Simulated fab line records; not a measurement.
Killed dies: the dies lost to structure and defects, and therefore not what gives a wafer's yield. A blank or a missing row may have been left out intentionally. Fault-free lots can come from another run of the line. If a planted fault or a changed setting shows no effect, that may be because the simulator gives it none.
fab line records :: flow sfq-line
record
  lots=6
  wafers=18
  last-day=86
route steps=325 shown L0V@27 M0@28
lots with no fault: from the same line, run without faults
start-h: start of the lot's first displayed wafer, in hours after the record's first day :: wait-h: hours elapsed since this lot's preceding step :: " identical to the entry in the row above :: L1.1+2: several wafers, shown together as one row :: - value missing, or start not given :: * or withheld: withheld :: < > ~ a bound
route shown NAME@n: NAME is a module with steps in the file, n the number in the route of the first one :: usual: mean/standard deviation taken from wafers without a fault :: same: alike in all rows :: chamber/n: place in a boat :: sites: readings site by site :: _std_site: standard deviation across them :: _edge_site: outer sites' mean less inner sites' :: radius-mm: for every site, how far away it sits from the centre of the wafer :: mask NAME#n: copy n :: behind: the most recent tool/chamber to have shaped the wafer :: hold: what put the lot on hold/how long, in hours/how the hold closed :: device: names the non-switching transistor (n, p or np) :: end of line: tests run on the same wafers once the route is complete :: a step given without rows: its recipe and nothing more :: killed: the dies lost at the first sort to structure and to defects; this is not the yield of the wafer :: map: per-die view of a wafer (x killed, . not killed, _ where there is no die)
set.NAME: the setting that was run; set.NAME@STEP: the one run at that earlier step :: model.NAME: the simulator's own value behind a step, which no gauge read
lots seen at some steps along the route; tables by step, rows by wafer
services: a tool's chamber out of use, with start hour (start-h, from the record's first day; less than 0 if before it), hours out, and reason
## steps
# step SFQ_TRILAYER_L0_VIA_STRIP_SOLV_CLEAN_018
# recipe
  chemistry=NMP
  temp-c=70
  time-s=600
# step SFQ_TRILAYER_M0_DEP_PRE_CLEAN_020
# recipe
  gas=Ar
  time-s=15
  bias-v=250
# step SFQ_TRILAYER_M0_DEP_SPUTTER_019
# recipe
  material=Nb
  base-pressure-pa=1.33e-06
  chamber-pressure-pa=0.1333
  substrate-temp-c=20
  resputter-cathode-voltage-v=400
  target-thk-nm=200
  power-w=2000
  time-s=133.3
# usual
  throttle-valve-pct=30.1/0.79
# same
  time-s=133.3
lot.wafer: L123.3
tool: pvd-sputter-04
chamber: -
start-h: 176.90
wait-h: 0.0
throttle-valve-pct: 30.5

lot.wafer: L123.4
tool: pvd-sputter-04
chamber: -
start-h: 176.90
wait-h: 0.0
throttle-valve-pct: 29.0

lot.wafer: L123.5
tool: pvd-sputter-04
chamber: -
start-h: 176.90
wait-h: 0.0
throttle-valve-pct: 29.2

lot.wafer: L124.3
tool: pvd-sputter-06
chamber: -
start-h: 186.50
wait-h: 0.0
throttle-valve-pct: 31.2

lot.wafer: L124.5
tool: pvd-sputter-06
chamber: -
start-h: 186.50
wait-h: 0.0
throttle-valve-pct: 29.8

lot.wafer: L124.6
tool: pvd-sputter-06
chamber: -
start-h: 186.50
wait-h: 0.0
throttle-valve-pct: 30.3

lot.wafer: L134.2
tool: pvd-sputter-03
chamber: -
start-h: 258.02
wait-h: 0.0
throttle-valve-pct: 29.9

lot.wafer: L134.3
tool: pvd-sputter-03
chamber: -
start-h: 258.02
wait-h: 0.0
throttle-valve-pct: 31.1

lot.wafer: L134.4
tool: pvd-sputter-03
chamber: -
start-h: 258.02
wait-h: 0.0
throttle-valve-pct: 30.7

lot.wafer: L135.1
tool: pvd-sputter-06
chamber: -
start-h: 266.73
wait-h: 0.0
throttle-valve-pct: 30.1

lot.wafer: L135.2
tool: pvd-sputter-06
chamber: -
start-h: 266.73
wait-h: 0.0
throttle-valve-pct: 31.3

lot.wafer: L135.5
tool: pvd-sputter-06
chamber: -
start-h: 266.73
wait-h: 0.0
throttle-valve-pct: 29.9

lot.wafer: L138.2
tool: pvd-sputter-04
chamber: -
start-h: 291.91
wait-h: 0.0
throttle-valve-pct: 29.2

lot.wafer: L138.4
tool: pvd-sputter-04
chamber: -
start-h: 291.91
wait-h: 0.0
throttle-valve-pct: 30.6

lot.wafer: L138.5
tool: pvd-sputter-04
chamber: -
start-h: 291.91
wait-h: 0.0
throttle-valve-pct: 28.9

lot.wafer: L142.1
tool: pvd-sputter-03
chamber: -
start-h: 317.84
wait-h: 0.0
throttle-valve-pct: 30.3

lot.wafer: L142.4
tool: pvd-sputter-03
chamber: -
start-h: 317.84
wait-h: 0.0
throttle-valve-pct: 30.7

lot.wafer: L142.6
tool: pvd-sputter-03
chamber: -
start-h: 317.84
wait-h: 0.0
throttle-valve-pct: 30.0
# step SFQ_M0_RS_MEAS_904
# recipe
  thk-meas-gauge=four-point-probe
  reads=Nb_of_TRILAYER_M0_DEP_SPUTTER_019
# usual
  M0_NB_RS=0.889/0.0094
lot.wafer: L123.3
tool: film-metro-03
chamber: -
start-h: 177.03
wait-h: 0.1
M0_NB_RS[ohm/sq]: 0.898

lot.wafer: L123.4
tool: film-metro-03
chamber: -
start-h: 177.03
wait-h: 0.1
M0_NB_RS[ohm/sq]: 0.891

lot.wafer: L123.5
tool: film-metro-03
chamber: -
start-h: 177.03
wait-h: 0.1
M0_NB_RS[ohm/sq]: 0.889

lot.wafer: L124.3
tool: film-metro-03
chamber: -
start-h: 186.63
wait-h: 0.1
M0_NB_RS[ohm/sq]: 0.898

lot.wafer: L124.5
tool: film-metro-03
chamber: -
start-h: 186.63
wait-h: 0.1
M0_NB_RS[ohm/sq]: 0.901

lot.wafer: L124.6
tool: film-metro-03
chamber: -
start-h: 186.63
wait-h: 0.1
M0_NB_RS[ohm/sq]: 0.893

lot.wafer: L134.2
tool: film-metro-02
chamber: -
start-h: 258.13
wait-h: 0.1
M0_NB_RS[ohm/sq]: 0.893

lot.wafer: L134.3
tool: film-metro-02
chamber: -
start-h: 258.13
wait-h: 0.1
M0_NB_RS[ohm/sq]: 0.891

lot.wafer: L134.4
tool: film-metro-02
chamber: -
start-h: 258.13
wait-h: 0.1
M0_NB_RS[ohm/sq]: 0.894

lot.wafer: L135.1
tool: film-metro-01
chamber: -
start-h: 266.82
wait-h: 0.0
M0_NB_RS[ohm/sq]: 0.876

lot.wafer: L135.2
tool: film-metro-01
chamber: -
start-h: 266.82
wait-h: 0.0
M0_NB_RS[ohm/sq]: 0.882

lot.wafer: L135.5
tool: film-metro-01
chamber: -
start-h: 266.82
wait-h: 0.0
M0_NB_RS[ohm/sq]: 0.877

lot.wafer: L138.2
tool: film-metro-01
chamber: -
start-h: 292.02
wait-h: 0.1
M0_NB_RS[ohm/sq]: 0.872

lot.wafer: L138.4
tool: film-metro-01
chamber: -
start-h: 292.02
wait-h: 0.1
M0_NB_RS[ohm/sq]: 0.874

lot.wafer: L138.5
tool: film-metro-01
chamber: -
start-h: 292.02
wait-h: 0.1
M0_NB_RS[ohm/sq]: 0.880

lot.wafer: L142.1
tool: film-metro-03
chamber: -
start-h: 317.93
wait-h: 0.0
M0_NB_RS[ohm/sq]: 0.886

lot.wafer: L142.4
tool: film-metro-03
chamber: -
start-h: 317.93
wait-h: 0.0
M0_NB_RS[ohm/sq]: 0.885

lot.wafer: L142.6
tool: film-metro-03
chamber: -
start-h: 317.93
wait-h: 0.0
M0_NB_RS[ohm/sq]: 0.888
# step SFQ_TRILAYER_M0_LITHO_COAT_026
# recipe
  resist=BARC
  spin-rpm=3000
  resist-thk-nm=62
# step SFQ_TRILAYER_M0_LITHO_COAT_021
# recipe
  resist=KrF
  spin-rpm=3000
  resist-thk-nm=600
# step SFQ_TRILAYER_M0_LITHO_SOFTBAKE_025
# recipe
  temp-c=withheld
  time-s=withheld
  resist=KrF
# step SFQ_TRILAYER_M0_LITHO_EXPOSE_022
# recipe
  mask-id=M0
  na=0.6
  source-shape=conventional
  sigma-outer=0.65
  target-cd-nm=500
  dose-mj=14.4
# step SFQ_TRILAYER_M0_LITHO_PEB_024
# recipe
  peb-temp-c=115
  peb-time-s=60
  resist=KrF
# step SFQ_TRILAYER_M0_LITHO_DEVELOP_023
# recipe
  time-s=60
  resist=KrF
# step SFQ_M0_OVL_MEAS_906
# usual
  M0_OVL=1/4.9
lot.wafer: L123.3
tool: overlay-02
chamber: -
start-h: 285.00
wait-h: 0.1
M0_OVL[nm]: 4

lot.wafer: L123.4
tool: overlay-02
chamber: -
start-h: 285.00
wait-h: 0.1
M0_OVL[nm]: 2

lot.wafer: L123.5
tool: overlay-02
chamber: -
start-h: 285.00
wait-h: 0.1
M0_OVL[nm]: 0

lot.wafer: L124.3
tool: overlay-02
chamber: -
start-h: 292.20
wait-h: 0.1
M0_OVL[nm]: 1

lot.wafer: L124.5
tool: overlay-02
chamber: -
start-h: 292.20
wait-h: 0.1
M0_OVL[nm]: 5

lot.wafer: L124.6
tool: overlay-02
chamber: -
start-h: 292.20
wait-h: 0.1
M0_OVL[nm]: 12

lot.wafer: L134.2
tool: overlay-02
chamber: -
start-h: 374.92
wait-h: 0.1
M0_OVL[nm]: -3

lot.wafer: L134.3
tool: overlay-02
chamber: -
start-h: 374.92
wait-h: 0.1
M0_OVL[nm]: 1

lot.wafer: L134.4
tool: overlay-02
chamber: -
start-h: 374.92
wait-h: 0.1
M0_OVL[nm]: -3

lot.wafer: L135.1
tool: overlay-01
chamber: -
start-h: 385.71
wait-h: 0.1
M0_OVL[nm]: -1

lot.wafer: L135.2
tool: overlay-01
chamber: -
start-h: 385.71
wait-h: 0.1
M0_OVL[nm]: -4

lot.wafer: L135.5
tool: overlay-01
chamber: -
start-h: 385.71
wait-h: 0.1
M0_OVL[nm]: -5

lot.wafer: L138.2
tool: overlay-01
chamber: -
start-h: 416.65
wait-h: 0.1
M0_OVL[nm]: 1

lot.wafer: L138.4
tool: overlay-01
chamber: -
start-h: 416.65
wait-h: 0.1
M0_OVL[nm]: 3

lot.wafer: L138.5
tool: overlay-01
chamber: -
start-h: 416.65
wait-h: 0.1
M0_OVL[nm]: 4

lot.wafer: L142.1
tool: overlay-02
chamber: -
start-h: 454.75
wait-h: 0.1
M0_OVL[nm]: 2

lot.wafer: L142.4
tool: overlay-02
chamber: -
start-h: 454.75
wait-h: 0.1
M0_OVL[nm]: 6

lot.wafer: L142.6
tool: overlay-02
chamber: -
start-h: 454.75
wait-h: 0.1
M0_OVL[nm]: 3
# step SFQ_TRILAYER_M0_BARC_OPEN_METAL_ETCH_031
# recipe
  mask-material=PR
  chemistry=O2
  target-depth-nm=125
  target=BARC
  icp-w=600
  bias-w=80
  pressure-mtorr=10
  time-s=41.7
# usual
  drypump-motor-current-A=5.6/0.56
  he-backside-leak-sccm=3.5/0.39
  oes-product-au=0.685/0.0045
  rf-fwd-power-W=593.4/2.8
# same
  time-s=41.7
lot.wafer: L123.3
tool: rie-metal-02
chamber: 0
start-h: 285.05
wait-h: 0.0
drypump-motor-current-A: 5.6
he-backside-leak-sccm: 3.1
oes-product-au: 0.690
rf-fwd-power-W: 590.7
rf-hours-counter-h: -
model.KrF_of_TRILAYER_M0_LITHO_COAT_021.thk-nm: 522.9

lot.wafer: L123.4
tool: rie-metal-02
chamber: 1
start-h: 285.05
wait-h: 0.0
drypump-motor-current-A: 5.8
he-backside-leak-sccm: 3.7
oes-product-au: 0.695
rf-fwd-power-W: 596.3
rf-hours-counter-h: -
model.KrF_of_TRILAYER_M0_LITHO_COAT_021.thk-nm: 523.2

lot.wafer: L123.5
tool: rie-metal-02
chamber: 1
start-h: 285.05
wait-h: 0.0
drypump-motor-current-A: 5.8
he-backside-leak-sccm: 3.5
oes-product-au: 0.688
rf-fwd-power-W: 598.5
rf-hours-counter-h: -
model.KrF_of_TRILAYER_M0_LITHO_COAT_021.thk-nm: 524.9

lot.wafer: L124.3
tool: rie-metal-03
chamber: 1
start-h: 292.25
wait-h: 0.0
drypump-motor-current-A: 4.8
he-backside-leak-sccm: 3.4
oes-product-au: 0.683
rf-fwd-power-W: 598.2
rf-hours-counter-h: -
model.KrF_of_TRILAYER_M0_LITHO_COAT_021.thk-nm: 521.7

lot.wafer: L124.5
tool: rie-metal-03
chamber: 0
start-h: 292.25
wait-h: 0.0
drypump-motor-current-A: 6.2
he-backside-leak-sccm: 3.6
oes-product-au: 0.689
rf-fwd-power-W: 590.4
rf-hours-counter-h: -
model.KrF_of_TRILAYER_M0_LITHO_COAT_021.thk-nm: 522.7

lot.wafer: L124.6
tool: rie-metal-03
chamber: 1
start-h: 292.25
wait-h: 0.0
drypump-motor-current-A: 4.8
he-backside-leak-sccm: 3.4
oes-product-au: 0.688
rf-fwd-power-W: 595.6
rf-hours-counter-h: -
model.KrF_of_TRILAYER_M0_LITHO_COAT_021.thk-nm: 524.4

lot.wafer: L134.2
tool: rie-metal-03
chamber: 0
start-h: 374.95
wait-h: 0.0
drypump-motor-current-A: 6.1
he-backside-leak-sccm: 3.6
oes-product-au: 0.686
rf-fwd-power-W: 590.8
rf-hours-counter-h: 153
model.KrF_of_TRILAYER_M0_LITHO_COAT_021.thk-nm: 519.9

lot.wafer: L134.3
tool: rie-metal-03
chamber: 1
start-h: 374.95
wait-h: 0.0
drypump-motor-current-A: 4.8
he-backside-leak-sccm: 3.7
oes-product-au: 0.684
rf-fwd-power-W: 596.2
rf-hours-counter-h: -
model.KrF_of_TRILAYER_M0_LITHO_COAT_021.thk-nm: 539.4

lot.wafer: L134.4
tool: rie-metal-03
chamber: 0
start-h: 374.95
wait-h: 0.0
drypump-motor-current-A: 6.1
he-backside-leak-sccm: 3.7
oes-product-au: 0.681
rf-fwd-power-W: 587.8
rf-hours-counter-h: -
model.KrF_of_TRILAYER_M0_LITHO_COAT_021.thk-nm: 539.3

lot.wafer: L135.1
tool: rie-metal-03
chamber: 1
start-h: 385.75
wait-h: 0.0
drypump-motor-current-A: 4.8
he-backside-leak-sccm: 3.4
oes-product-au: 0.680
rf-fwd-power-W: 595.8
rf-hours-counter-h: 89
model.KrF_of_TRILAYER_M0_LITHO_COAT_021.thk-nm: 544.6

lot.wafer: L135.2
tool: rie-metal-03
chamber: 0
start-h: 385.75
wait-h: 0.0
drypump-motor-current-A: 6.1
he-backside-leak-sccm: 3.6
oes-product-au: 0.683
rf-fwd-power-W: 589.9
rf-hours-counter-h: 154
model.KrF_of_TRILAYER_M0_LITHO_COAT_021.thk-nm: 526.1

lot.wafer: L135.5
tool: rie-metal-03
chamber: 1
start-h: 385.75
wait-h: 0.0
drypump-motor-current-A: 4.8
he-backside-leak-sccm: 3.3
oes-product-au: 0.693
rf-fwd-power-W: 597.1
rf-hours-counter-h: -
model.KrF_of_TRILAYER_M0_LITHO_COAT_021.thk-nm: 525.3

lot.wafer: L138.2
tool: rie-metal-01
chamber: 1
start-h: 416.70
wait-h: 0.0
drypump-motor-current-A: 6.0
he-backside-leak-sccm: 3.3
oes-product-au: 0.683
rf-fwd-power-W: 595.2
rf-hours-counter-h: -
model.KrF_of_TRILAYER_M0_LITHO_COAT_021.thk-nm: 522.4

lot.wafer: L138.4
tool: rie-metal-01
chamber: 1
start-h: 416.70
wait-h: 0.0
drypump-motor-current-A: 6.0
he-backside-leak-sccm: 3.2
oes-product-au: 0.689
rf-fwd-power-W: 592.7
rf-hours-counter-h: -
model.KrF_of_TRILAYER_M0_LITHO_COAT_021.thk-nm: 523

lot.wafer: L138.5
tool: rie-metal-01
chamber: 1
start-h: 416.70
wait-h: 0.0
drypump-motor-current-A: 6.0
he-backside-leak-sccm: 3.2
oes-product-au: 0.686
rf-fwd-power-W: 596.4
rf-hours-counter-h: -
model.KrF_of_TRILAYER_M0_LITHO_COAT_021.thk-nm: 524.6

lot.wafer: L142.1
tool: rie-metal-01
chamber: 0
start-h: 454.78
wait-h: 0.0
drypump-motor-current-A: 5.2
he-backside-leak-sccm: 3.1
oes-product-au: 0.679
rf-fwd-power-W: 591.2
rf-hours-counter-h: 32
model.KrF_of_TRILAYER_M0_LITHO_COAT_021.thk-nm: 519.6

lot.wafer: L142.4
tool: rie-metal-01
chamber: 1
start-h: 454.78
wait-h: 0.0
drypump-motor-current-A: 6.0
he-backside-leak-sccm: 3.1
oes-product-au: 0.687
rf-fwd-power-W: 592.7
rf-hours-counter-h: -
model.KrF_of_TRILAYER_M0_LITHO_COAT_021.thk-nm: 521.1

lot.wafer: L142.6
tool: rie-metal-01
chamber: 1
start-h: 454.78
wait-h: 0.0
drypump-motor-current-A: 6.0
he-backside-leak-sccm: 3.1
oes-product-au: 0.682
rf-fwd-power-W: 592.3
rf-hours-counter-h: -
model.KrF_of_TRILAYER_M0_LITHO_COAT_021.thk-nm: 521.7
# step SFQ_TRILAYER_M0_ETCH_METAL_ETCH_024
# recipe
  target=Nb
  stop-on=SiO2
  mask-material=PR
  chemistry=Cl2/Ar
  target-depth-nm=240
  icp-w=600
  bias-w=80
  pressure-mtorr=10
  time-s=120
# usual
  drypump-motor-current-A=5.6/0.56
  he-backside-leak-sccm=3.4/0.36
  oes-product-au=0.895/0.0064
  rf-fwd-power-W=597.0/2.1
# same
  time-s=120
lot.wafer: L123.3
tool: rie-metal-02
chamber: 0
start-h: 285.13
wait-h: 0.1
drypump-motor-current-A: 5.6
he-backside-leak-sccm: 3.1
oes-product-au: 0.894
rf-fwd-power-W: 596.8
rf-hours-counter-h: -
model.KrF_of_TRILAYER_M0_LITHO_COAT_021.thk-nm: 377.9

lot.wafer: L123.4
tool: rie-metal-02
chamber: 1
start-h: 285.13
wait-h: 0.1
drypump-motor-current-A: 5.8
he-backside-leak-sccm: 3.5
oes-product-au: 0.898
rf-fwd-power-W: 598.3
rf-hours-counter-h: -
model.KrF_of_TRILAYER_M0_LITHO_COAT_021.thk-nm: 381.7

lot.wafer: L123.5
tool: rie-metal-02
chamber: 1
start-h: 285.13
wait-h: 0.1
drypump-motor-current-A: 5.8
he-backside-leak-sccm: 3.5
oes-product-au: 0.896
rf-fwd-power-W: 600.5
rf-hours-counter-h: -
model.KrF_of_TRILAYER_M0_LITHO_COAT_021.thk-nm: 383.2

lot.wafer: L124.3
tool: rie-metal-03
chamber: 1
start-h: 292.33
wait-h: 0.1
drypump-motor-current-A: 4.8
he-backside-leak-sccm: 3.5
oes-product-au: 0.890
rf-fwd-power-W: 600.3
rf-hours-counter-h: -
model.KrF_of_TRILAYER_M0_LITHO_COAT_021.thk-nm: 379.7

lot.wafer: L124.5
tool: rie-metal-03
chamber: 0
start-h: 292.33
wait-h: 0.1
drypump-motor-current-A: 6.1
he-backside-leak-sccm: 3.6
oes-product-au: 0.892
rf-fwd-power-W: 594.2
rf-hours-counter-h: -
model.KrF_of_TRILAYER_M0_LITHO_COAT_021.thk-nm: 380.9

lot.wafer: L124.6
tool: rie-metal-03
chamber: 1
start-h: 292.33
wait-h: 0.1
drypump-motor-current-A: 4.8
he-backside-leak-sccm: 4.4
oes-product-au: 0.892
rf-fwd-power-W: 600.2
rf-hours-counter-h: -
model.KrF_of_TRILAYER_M0_LITHO_COAT_021.thk-nm: 382.3

lot.wafer: L134.2
tool: rie-metal-03
chamber: 0
start-h: 375.01
wait-h: 0.0
drypump-motor-current-A: 6.1
he-backside-leak-sccm: 3.7
oes-product-au: 0.898
rf-fwd-power-W: 596.0
rf-hours-counter-h: 153
model.KrF_of_TRILAYER_M0_LITHO_COAT_021.thk-nm: 377.4

lot.wafer: L134.3
tool: rie-metal-03
chamber: 1
start-h: 375.01
wait-h: 0.0
drypump-motor-current-A: 4.8
he-backside-leak-sccm: 3.6
oes-product-au: 0.888
rf-fwd-power-W: 598.7
rf-hours-counter-h: -
model.KrF_of_TRILAYER_M0_LITHO_COAT_021.thk-nm: 394.8

lot.wafer: L134.4
tool: rie-metal-03
chamber: 0
start-h: 375.01
wait-h: 0.0
drypump-motor-current-A: 6.2
he-backside-leak-sccm: 3.7
oes-product-au: 0.901
rf-fwd-power-W: 597.2
rf-hours-counter-h: -
model.KrF_of_TRILAYER_M0_LITHO_COAT_021.thk-nm: 397.3

lot.wafer: L135.1
tool: rie-metal-03
chamber: 1
start-h: 385.81
wait-h: 0.0
drypump-motor-current-A: 4.8
he-backside-leak-sccm: 3.4
oes-product-au: 0.908
rf-fwd-power-W: 598.1
rf-hours-counter-h: 89
model.KrF_of_TRILAYER_M0_LITHO_COAT_021.thk-nm: 400.1

lot.wafer: L135.2
tool: rie-metal-03
chamber: 0
start-h: 385.81
wait-h: 0.0
drypump-motor-current-A: 6.1
he-backside-leak-sccm: 3.9
oes-product-au: 0.896
rf-fwd-power-W: 593.6
rf-hours-counter-h: 155
model.KrF_of_TRILAYER_M0_LITHO_COAT_021.thk-nm: 385.3

lot.wafer: L135.5
tool: rie-metal-03
chamber: 1
start-h: 385.81
wait-h: 0.0
drypump-motor-current-A: 4.8
he-backside-leak-sccm: 3.4
oes-product-au: 0.899
rf-fwd-power-W: 598.7
rf-hours-counter-h: -
model.KrF_of_TRILAYER_M0_LITHO_COAT_021.thk-nm: 381.3

lot.wafer: L138.2
tool: rie-metal-01
chamber: 1
start-h: 416.84
wait-h: 0.1
drypump-motor-current-A: 6.0
he-backside-leak-sccm: 3.2
oes-product-au: 0.904
rf-fwd-power-W: 600.8
rf-hours-counter-h: -
model.KrF_of_TRILAYER_M0_LITHO_COAT_021.thk-nm: 385.3

lot.wafer: L138.4
tool: rie-metal-01
chamber: 1
start-h: 416.84
wait-h: 0.1
drypump-motor-current-A: 6.0
he-backside-leak-sccm: 3.2
oes-product-au: 0.907
rf-fwd-power-W: 599.6
rf-hours-counter-h: -
model.KrF_of_TRILAYER_M0_LITHO_COAT_021.thk-nm: 383.8

lot.wafer: L138.5
tool: rie-metal-01
chamber: 1
start-h: 416.84
wait-h: 0.1
drypump-motor-current-A: 6.0
he-backside-leak-sccm: 3.2
oes-product-au: 0.893
rf-fwd-power-W: 598.1
rf-hours-counter-h: -
model.KrF_of_TRILAYER_M0_LITHO_COAT_021.thk-nm: 385.4

lot.wafer: L142.1
tool: rie-metal-01
chamber: 0
start-h: 454.84
wait-h: 0.0
drypump-motor-current-A: 5.2
he-backside-leak-sccm: 3.3
oes-product-au: 0.896
rf-fwd-power-W: 595.1
rf-hours-counter-h: 32
model.KrF_of_TRILAYER_M0_LITHO_COAT_021.thk-nm: 380.4

lot.wafer: L142.4
tool: rie-metal-01
chamber: 1
start-h: 454.84
wait-h: 0.0
drypump-motor-current-A: 6.0
he-backside-leak-sccm: 3.2
oes-product-au: 0.901
rf-fwd-power-W: 597.3
rf-hours-counter-h: -
model.KrF_of_TRILAYER_M0_LITHO_COAT_021.thk-nm: 382

lot.wafer: L142.6
tool: rie-metal-01
chamber: 1
start-h: 454.84
wait-h: 0.0
drypump-motor-current-A: 6.0
he-backside-leak-sccm: 3.2
oes-product-au: 0.898
rf-fwd-power-W: 595.5
rf-hours-counter-h: -
model.KrF_of_TRILAYER_M0_LITHO_COAT_021.thk-nm: 381.9
# step SFQ_TRILAYER_M0_STRIP_STRIP_025
# recipe
  gas=O2
  power-w=200
  platen-temp-c=40
  overash-fraction=0.65
  chemistry=O2
  pressure-mtorr=50
# usual
  drypump-motor-current-A=5.6/0.56
  he-backside-leak-sccm=3.4/0.33
  oes-product-au=1.002/0.01
lot.wafer: L123.3
tool: rie-metal-02
chamber: 0
start-h: 285.41
wait-h: 0.2
drypump-motor-current-A: 5.6
he-backside-leak-sccm: 3.0
oes-product-au: 1.004
rf-hours-counter-h: -

lot.wafer: L123.4
tool: rie-metal-02
chamber: 1
start-h: 285.41
wait-h: 0.2
drypump-motor-current-A: 5.8
he-backside-leak-sccm: 3.9
oes-product-au: 0.997
rf-hours-counter-h: -

lot.wafer: L123.5
tool: rie-metal-02
chamber: 1
start-h: 285.41
wait-h: 0.2
drypump-motor-current-A: 5.8
he-backside-leak-sccm: 3.9
oes-product-au: 1.002
rf-hours-counter-h: -

lot.wafer: L124.3
tool: rie-metal-03
chamber: 1
start-h: 292.61
wait-h: 0.2
drypump-motor-current-A: 4.8
he-backside-leak-sccm: 3.6
oes-product-au: 1.013
rf-hours-counter-h: -

lot.wafer: L124.5
tool: rie-metal-03
chamber: 0
start-h: 292.61
wait-h: 0.2
drypump-motor-current-A: 6.2
he-backside-leak-sccm: 3.8
oes-product-au: 1.004
rf-hours-counter-h: -

lot.wafer: L124.6
tool: rie-metal-03
chamber: 1
start-h: 292.61
wait-h: 0.2
drypump-motor-current-A: 4.8
he-backside-leak-sccm: 3.5
oes-product-au: 1.000
rf-hours-counter-h: -

lot.wafer: L134.2
tool: rie-metal-03
chamber: 0
start-h: 375.13
wait-h: 0.1
drypump-motor-current-A: 6.1
he-backside-leak-sccm: 3.7
oes-product-au: 0.994
rf-hours-counter-h: 153

lot.wafer: L134.3
tool: rie-metal-03
chamber: 1
start-h: 375.13
wait-h: 0.1
drypump-motor-current-A: 4.8
he-backside-leak-sccm: 3.4
oes-product-au: 1.013
rf-hours-counter-h: -

lot.wafer: L134.4
tool: rie-metal-03
chamber: 0
start-h: 375.13
wait-h: 0.1
drypump-motor-current-A: 6.1
he-backside-leak-sccm: 3.8
oes-product-au: 0.999
rf-hours-counter-h: -

lot.wafer: L135.1
tool: rie-metal-03
chamber: 1
start-h: 385.93
wait-h: 0.1
drypump-motor-current-A: 4.8
he-backside-leak-sccm: 3.5
oes-product-au: 1.005
rf-hours-counter-h: 89

lot.wafer: L135.2
tool: rie-metal-03
chamber: 0
start-h: 385.93
wait-h: 0.1
drypump-motor-current-A: 6.1
he-backside-leak-sccm: 3.5
oes-product-au: 0.995
rf-hours-counter-h: 155

lot.wafer: L135.5
tool: rie-metal-03
chamber: 1
start-h: 385.93
wait-h: 0.1
drypump-motor-current-A: 4.8
he-backside-leak-sccm: 3.5
oes-product-au: 1.008
rf-hours-counter-h: -

lot.wafer: L138.2
tool: rie-metal-01
chamber: 1
start-h: 417.25
wait-h: 0.4
drypump-motor-current-A: 6.0
he-backside-leak-sccm: 3.3
oes-product-au: 0.996
rf-hours-counter-h: -

lot.wafer: L138.4
tool: rie-metal-01
chamber: 1
start-h: 417.25
wait-h: 0.4
drypump-motor-current-A: 6.0
he-backside-leak-sccm: 3.3
oes-product-au: 0.981
rf-hours-counter-h: -

lot.wafer: L138.5
tool: rie-metal-01
chamber: 1
start-h: 417.25
wait-h: 0.4
drypump-motor-current-A: 6.0
he-backside-leak-sccm: 3.1
oes-product-au: 1.000
rf-hours-counter-h: -

lot.wafer: L142.1
tool: rie-metal-01
chamber: 0
start-h: 454.97
wait-h: 0.1
drypump-motor-current-A: 5.2
he-backside-leak-sccm: 3.1
oes-product-au: 1.000
rf-hours-counter-h: 32

lot.wafer: L142.4
tool: rie-metal-01
chamber: 1
start-h: 454.97
wait-h: 0.1
drypump-motor-current-A: 6.0
he-backside-leak-sccm: 3.2
oes-product-au: 0.992
rf-hours-counter-h: -

lot.wafer: L142.6
tool: rie-metal-01
chamber: 1
start-h: 454.97
wait-h: 0.1
drypump-motor-current-A: 6.0
he-backside-leak-sccm: 3.3
oes-product-au: 0.996
rf-hours-counter-h: -
## services
tool: pvd-sputter-06
chamber: 1
start-h: 183.99
hours: -
kind: consumable-replace:kit

tool: pvd-sputter-06
chamber: 1
start-h: 183.99
hours: 18.0
kind: scheduled-down

tool: pvd-sputter-06
chamber: 1
start-h: 183.99
hours: 18.0
kind: vent-cycle

tool: rie-metal-01
chamber: 0
start-h: 209.02
hours: -
kind: clean

tool: rie-metal-01
chamber: 0
start-h: 209.02
hours: -
kind: consumable-replace:focus-ring

tool: rie-metal-01
chamber: 0
start-h: 209.02
hours: 21.6
kind: scheduled-down

tool: rie-metal-01
chamber: 0
start-h: 209.02
hours: 21.6
kind: vent-cycle

tool: rie-metal-02
chamber: 0
start-h: 235.31
hours: -
kind: clean

tool: rie-metal-02
chamber: 0
start-h: 235.31
hours: 16.7
kind: scheduled-down

tool: rie-metal-02
chamber: 0
start-h: 235.31
hours: 16.7
kind: vent-cycle

tool: pvd-sputter-06
chamber: -
start-h: 293.02
hours: 5.9
kind: repair

tool: rie-metal-01
chamber: 1
start-h: 314.23
hours: 14.9
kind: repair

tool: pvd-sputter-06
chamber: -
start-h: 320.55
hours: 3.6
kind: repair

tool: rie-metal-03
chamber: -
start-h: 330.70
hours: 1.2
kind: repair

tool: pvd-sputter-03
chamber: -
start-h: 334.65
hours: 3.4
kind: repair

tool: rie-metal-02
chamber: -
start-h: 372.10
hours: 15.6
kind: pm

tool: rie-metal-01
chamber: 0
start-h: 403.58
hours: 17.5
kind: repair

tool: pvd-sputter-04
chamber: -
start-h: 419.70
hours: 6.8
kind: repair

tool: pvd-sputter-03
chamber: 0
start-h: 435.06
hours: -
kind: consumable-replace:kit

tool: pvd-sputter-03
chamber: 0
start-h: 435.06
hours: 18.0
kind: scheduled-down

tool: pvd-sputter-03
chamber: 0
start-h: 435.06
hours: 18.0
kind: vent-cycle

tool: rie-metal-01
chamber: 0
start-h: 435.32
hours: 2.9
kind: repair

tool: pvd-sputter-06
chamber: -
start-h: 439.47
hours: 6.2
kind: repair

tool: rie-metal-03
chamber: 0
start-h: 449.70
hours: 6.4
kind: repair
## key
first-sign none at tools or gauges
model-effect
  step=SFQ_TRILAYER_M0_BARC_OPEN_METAL_ETCH_031
  value=KrF_of_TRILAYER_M0_LITHO_COAT_021.thk-nm
  without=521.7
  struck=541.1
model-effect
  step=SFQ_TRILAYER_M0_ETCH_METAL_ETCH_024
  value=KrF_of_TRILAYER_M0_LITHO_COAT_021.thk-nm
  without=378
  struck=397.4
met-at SFQ_TRILAYER_M0_BARC_OPEN_METAL_ETCH_031
struck-wafers L134.3,L134.4,L135.1
onset-between 292.25 374.95
fault
  kind=process-parameter-drift
  tool=rie-metal-03
  chamber=-
  onset-h=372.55
  steps=SFQ_TRILAYER_M0_BARC_OPEN_METAL_ETCH_031
  channel=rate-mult
  offset=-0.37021
  shape=step
  end-h=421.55
  scope=struck-wafers-only
